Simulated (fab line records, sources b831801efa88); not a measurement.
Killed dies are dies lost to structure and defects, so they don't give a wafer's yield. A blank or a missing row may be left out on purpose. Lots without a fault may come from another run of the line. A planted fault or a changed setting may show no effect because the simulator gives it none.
Which tool did it? | flow gf180mcu | 13 lots, 39 wafers sampled, at 5 steps of a route of 602

WHAT THE GAUGES READ, wafer by wafer
GF_VT_IMPLANT_TW_MEAS_10.
lot  | measured     | on            | VT_IMPLANT_TW
L664 | day 5 13:12  | film_metro-01 | 561.1 559.2 562.8
L665 | day 5 22:14  | film_metro-01 | 564.7 563.0 565.8
L666 | day 6 02:46  | film_metro-04 | 567.2 566.0 565.0
L667 | day 6 09:16  | film_metro-01 | 564.2 564.6 561.0
L670 | day 7 09:17  | film_metro-03 | 565.3 566.9 567.7
L671 | day 7 09:35  | film_metro-04 | 562.4 562.5 561.4
L673 | day 8 02:17  | film_metro-03 | 563.7 565.6 560.8
L674 | day 8 02:37  | film_metro-04 | 562.6 569.9 566.3
L678 | day 9 09:17  | film_metro-04 | 565.4 563.5 567.5
L681 | day 10 03:05 | film_metro-04 | 581.5 577.0 576.6
L682 | day 10 05:00 | film_metro-03 | 580.2 582.3 582.7
L686 | day 11 10:09 | film_metro-04 | 563.7 564.6 563.5
L687 | day 11 14:46 | film_metro-03 | 566.6 564.9 562.5

GF_HV_LDD_CD_MEAS_46: target cd 400 nm.
lot  | measured     | on        | cd_nm (nm)
L664 | day 12 07:37 | cd_sem-01 | 400.4 400.1 401.5
L665 | day 13 01:01 | cd_sem-02 | 401.9 400.4 401.5
L666 | day 13 01:40 | cd_sem-02 | 398.2 398.9 396.4
L667 | day 13 04:28 | cd_sem-02 | 400.0 400.9 399.3
L670 | day 14 16:28 | cd_sem-02 | 402.0 401.5 401.1
L671 | day 14 18:47 | cd_sem-02 | 397.4 397.9 401.5
L673 | day 15 16:04 | cd_sem-01 | 403.2 401.8 402.0
L674 | day 15 16:49 | cd_sem-01 | 397.6 397.8 399.2
L678 | day 17 08:05 | cd_sem-01 | 401.7 401.5 402.4
L681 | day 18 03:01 | cd_sem-01 | 394.0 396.0 396.2
L682 | day 18 08:06 | cd_sem-01 | 403.1 400.6 403.4
L686 | day 19 23:16 | cd_sem-01 | 397.2 399.1 400.0
L687 | day 20 04:58 | cd_sem-02 | 399.9 400.0 399.9

GF_M1_THK_MEAS_06: measures by xrf.
lot  | measured     | on            | M1_ALCU_THK (nm)
L664 | day 16 01:56 | film_metro-04 | 449 444 444
L665 | day 16 21:54 | film_metro-03 | 455 466 462
L666 | day 16 21:50 | film_metro-04 | 460 465 464
L667 | day 17 01:59 | film_metro-04 | 450 451 451
L670 | day 18 16:29 | film_metro-03 | 448 458 455
L671 | day 18 21:53 | film_metro-04 | 455 447 453
L673 | day 19 22:07 | film_metro-03 | 456 457 456
L674 | day 19 22:29 | film_metro-04 | 454 460 464
L678 | day 21 14:31 | film_metro-03 | 457 457 455
L681 | day 22 10:40 | film_metro-03 | 460 457 462
L682 | day 22 15:40 | film_metro-03 | 452 456 451
L686 | day 24 04:13 | film_metro-03 | 459 457 463
L687 | day 24 08:38 | film_metro-04 | 459 461 462

WHICH TOOL RAN EACH LOT (tool, then ch and the chambers of the sampled wafers, then the start)
lot  | GF_VT_IMPLANT_IMPLANT_08        | GF_VT_IMPLANT_STRIP_20
L664 | implanter-04 ch 0, day 5 12:57  | plasma_asher-03 ch 0,1, day 6 03:23
L665 | implanter-04 ch 0, day 5 21:59  | plasma_asher-04 ch 0,1, day 6 13:02
L666 | implanter-01 ch 0, day 6 02:31  | plasma_asher-04 ch 0,1, day 6 17:41
L667 | implanter-04 ch 0, day 6 09:04  | plasma_asher-01 ch 0,1, day 7 00:49
L670 | implanter-04 ch 0, day 7 09:02  | plasma_asher-03 ch 0,1, day 8 01:51
L671 | implanter-03 ch 0, day 7 09:20  | plasma_asher-03 ch 0,1, day 8 01:57
L673 | implanter-03 ch 0, day 8 02:02  | plasma_asher-01 ch 0,1, day 8 19:27
L674 | implanter-01 ch 0, day 8 02:24  | plasma_asher-03 ch 0,1, day 8 20:11
L678 | implanter-04 ch 0, day 9 09:02  | plasma_asher-04 ch 0,1, day 10 02:32
L681 | implanter-03 ch 0, day 10 02:50 | plasma_asher-01 ch 0,1, day 10 21:03
L682 | implanter-03 ch 0, day 10 04:46 | plasma_asher-04 ch 0,1, day 10 23:32
L686 | implanter-04 ch 0, day 11 09:54 | plasma_asher-03 ch 0,1, day 12 05:12
L687 | implanter-04 ch 0, day 11 14:32 | plasma_asher-03 ch 0,1, day 12 10:14
- GF_VT_IMPLANT_IMPLANT_08
- GF_VT_IMPLANT_STRIP_20: strips in O2/N2.

WHAT THE TOOLS THEMSELVES READ (means of the sampled wafers that have a number; where no wafer has one, the mark that the record gives instead)
GF_VT_IMPLANT_IMPLANT_08.
lot  | tool         | beam_energy_keV | beam_on_s (s)
L664 | implanter-04 | 20.001          | 10.04
L665 | implanter-04 | 20.003          | 9.92
L666 | implanter-01 | 20.001          | 9.94
L667 | implanter-04 | 20.005          | 10.24
L670 | implanter-04 | 20.005          | 9.90
L671 | implanter-03 | 19.995          | 10.03
L673 | implanter-03 | 19.992          | 10.11
L674 | implanter-01 | 20.010          | 10.05
L678 | implanter-04 | 19.995          | 9.81
L681 | implanter-03 | 22.337          | 10.00
L682 | implanter-03 | 22.331          | 10.16
L686 | implanter-04 | 20.005          | 9.99
L687 | implanter-04 | 19.994          | 9.87

GF_VT_IMPLANT_STRIP_20.
lot  | tool            | drypump_motor_current_A (A) | heater_power_w (W) | oes_product_au (a.u.) | strip_time_to_endpoint_s (s)
L664 | plasma_asher-03 | 5.73                        | 332                | 0.714                 | 12.51
L665 | plasma_asher-04 | 5.48                        | 298                | 0.716                 | 12.57
L666 | plasma_asher-04 | 5.52                        | 322                | 0.719                 | 12.51
L667 | plasma_asher-01 | 5.78                        | 308                | 0.716                 | 12.50
L670 | plasma_asher-03 | 5.76                        | 340                | 0.713                 | 12.46
L671 | plasma_asher-03 | 5.72                        | 302                | 0.712                 | 12.52
L673 | plasma_asher-01 | 5.77                        | 304                | 0.715                 | 12.53
L674 | plasma_asher-03 | 5.72                        | 336                | 0.714                 | 12.50
L678 | plasma_asher-04 | 5.52                        | 323                | 0.719                 | 12.48
L681 | plasma_asher-01 | 5.83                        | 315                | 0.718                 | 12.48
L682 | plasma_asher-04 | 5.51                        | 320                | 0.713                 | 12.47
L686 | plasma_asher-03 | 5.76                        | 334                | 0.718                 | 12.45
L687 | plasma_asher-03 | 5.78                        | 339                | 0.720                 | 12.48

THE ANSWER, worked out from the rows above alone
Rule: what is usual is taken from the lots themselves. Put in order of their means at a reading, lots are off if they are a third of the lots or fewer, leave a main group of 4 or more, and stand apart from it by a gap of 3 or more times the standard deviation of the main group's means; of several such gaps the widest counts. A main group whose means are all the same, to the digits that the tables above print for the reading, isn't used. A lot without any number at a reading at which 4 lots or more have one is off too. The other lots that the step has rows for count as sound. The gauges are gone through in route order, then the tools' own readings, and for those a lot's mean is taken as printed above. The first step at which some lot is off is used, and at that step the reading that is off furthest; a lot without a number counts as furthest.
Off: L681, L682, at GF_VT_IMPLANT_TW_MEAS_10 (VT_IMPLANT_TW). The main group: mean 564.3, standard deviation 1.7.
A tool fits if, at a process step before that reading, it ran every lot that is off, and no sound lot after the first of them. The gauges at GF_VT_IMPLANT_TW_MEAS_10 aren't tried: what is off there is off at GF_VT_IMPLANT_IMPLANT_08 too, on other tools, and a gauge's error can't cause that. One fits: implanter-03 at GF_VT_IMPLANT_IMPLANT_08. Its last sound lot is L673 (day 8 02:02), its first lot that is off L681 (day 10 02:50): a fault that began between those two fits.
The tool's own readings at GF_VT_IMPLANT_IMPLANT_08 bear it out: on the lots that are off they differ by more than 5 times the standard deviation of the sound lots' means. beam_energy_keV reads 22.334 there against 20.001 on the sound lots.

WHAT THE SIMULATOR HAD PUT IN
Process parameter drift: implanter-03, from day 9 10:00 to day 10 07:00, at GF_VT_IMPLANT_IMPLANT_08. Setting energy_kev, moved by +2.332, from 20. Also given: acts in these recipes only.
Lots struck among those shown: L681, L682. The rule above found the same.
